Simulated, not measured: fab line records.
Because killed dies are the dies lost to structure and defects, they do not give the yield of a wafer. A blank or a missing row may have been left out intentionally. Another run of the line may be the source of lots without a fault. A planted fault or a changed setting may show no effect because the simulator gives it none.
Which tool did it? ; flow sky130 ; 12 lots, 36 wafers sampled, at 5 steps of a route of 708

WHAT THE GAUGES READ, wafer by wafer
SKY_VIA4_OVL_MEAS_11.
lot;measured;on;VIA4_OVL (nm)
L075;day 44 03:53;overlay-01;0.7 0.1 1.7
L077;day 44 15:23;overlay-02;0.2 -0.6 0.8
L079;day 45 11:08;overlay-02;0.7 -0.8 0.2
L081;day 45 18:58;overlay-01;0.2 1.8 2.2
L083;day 46 09:56;overlay-02;-0.2 1.7 0.1
L085;day 46 16:57;overlay-01;-0.5 0.3 2.1
L088;day 47 10:14;overlay-02;1.0 0.9 1.5
L089;day 47 11:42;overlay-02;-0.7 1.9 2.6
L091;day 47 20:29;overlay-02;-1.0 -0.2 0.5
L093;day 48 10:05;overlay-01;-0.2 -0.1 0.3
L095;day 48 15:44;overlay-02;-1.7 -0.7 -1.3
L097;day 49 09:31;overlay-01;-0.7 1.6 -0.4

WHAT TOOL EACH LOT RAN ON (gives the tool, then ch and the chambers of the sampled wafers, and finally the start)
lot;SKY_METAL1_SPUTTER_00;SKY_METAL1_METAL_ETCH_19;SKY_VIA2_CMP_24;SKY_VIA4_CMP_02
L075;pvd_sputter-04, day 32 18:37;rie_metal-02 ch 0, day 33 22:14;cmp-01 ch 0,1,2, day 37 16:22;cmp-02 ch 0,1,2, day 43 04:26
L077;pvd_sputter-01, day 33 08:18;rie_metal-03 ch 0,1, day 34 12:01;cmp-01 ch 2,3, day 38 02:29;cmp-01 ch 0,2,3, day 43 15:28
L079;pvd_sputter-04, day 34 09:40;rie_metal-01 ch 0, day 35 13:02;cmp-01 ch 1,2, day 39 04:03;cmp-02 ch 0,1,3, day 44 13:03
L081;pvd_sputter-04, day 34 19:37;rie_metal-03 ch 0,1, day 35 23:02;cmp-01 ch 0,1,3, day 39 12:40;cmp-01 ch 0,1,2, day 44 19:58
L083;pvd_sputter-01, day 35 13:22;rie_metal-01 ch 0,1, day 36 16:56;cmp-02 ch 1,2, day 40 05:34;cmp-02 ch 0,1, day 45 11:42
L085;pvd_sputter-02, day 35 21:26;rie_metal-02 ch 0,1, day 37 00:52;cmp-01 ch 0,2, day 40 11:43;cmp-02 ch 2,3, day 45 19:16
L088;pvd_sputter-02, day 36 17:43;rie_metal-03 ch 0,1, day 37 20:47;cmp-01 ch 1,2,3, day 41 08:14;cmp-02 ch 1,2,3, day 46 13:11
L089;pvd_sputter-04, day 36 19:41;rie_metal-02 ch 0,1, day 37 23:04;cmp-02 ch 0,1, day 41 10:35;cmp-02 ch 1,2, day 46 14:40
L091;pvd_sputter-02, day 37 11:49;rie_metal-02 ch 0, day 38 14:41;cmp-02 ch 0,1,3, day 41 23:49;cmp-01 ch 1,3, day 47 00:48
L093;pvd_sputter-04, day 38 01:08;rie_metal-01 ch 0,1, day 39 03:53;cmp-02 ch 1,2,3, day 42 13:47;cmp-02 ch 0,1,3, day 47 14:00
L095;pvd_sputter-01, day 38 12:50;rie_metal-01 ch 0,1, day 39 15:49;cmp-01 ch 0,2,3, day 42 23:42;cmp-01 ch 1,3, day 47 19:17
L097;pvd_sputter-02, day 39 07:31;rie_metal-03 ch 0,1, day 40 09:28;cmp-01 ch 0,2,3, day 43 17:52;cmp-01 ch 2,3, day 48 14:44
- SKY_METAL1_SPUTTER_00: material Ti, target thk 15 nm, time 10 s.
- SKY_METAL1_METAL_ETCH_19: etches the open film in Cl2/BCl3, stops on SiO2, target depth 360 nm, time 78 s.
- SKY_VIA2_CMP_24: polishes, stops on SiO2, t overpolish 20 s, target thk 0 nm.
- SKY_VIA4_CMP_02: polishes SiO2.

THE ANSWER, worked out from the rows above alone
Rule: usual is defined by the lots themselves. The widest of any qualifying gaps counts: lots, ordered by their means at a reading, are off when they make up no more than a third of the lots, leave a main group of 4 or more, and stand apart from it by 3 or more times the standard deviation of that group's means. A main group whose means are all the same, to the digits that the tables above print for the reading, isn't used. Also off: a lot with no number at a reading for which 4 or more lots have one. All remaining lots with rows at the step are treated as sound.
Nothing can be told from this: no lot is off at any reading shown.

WHAT HAD BEEN PUT IN BY THE SIMULATOR
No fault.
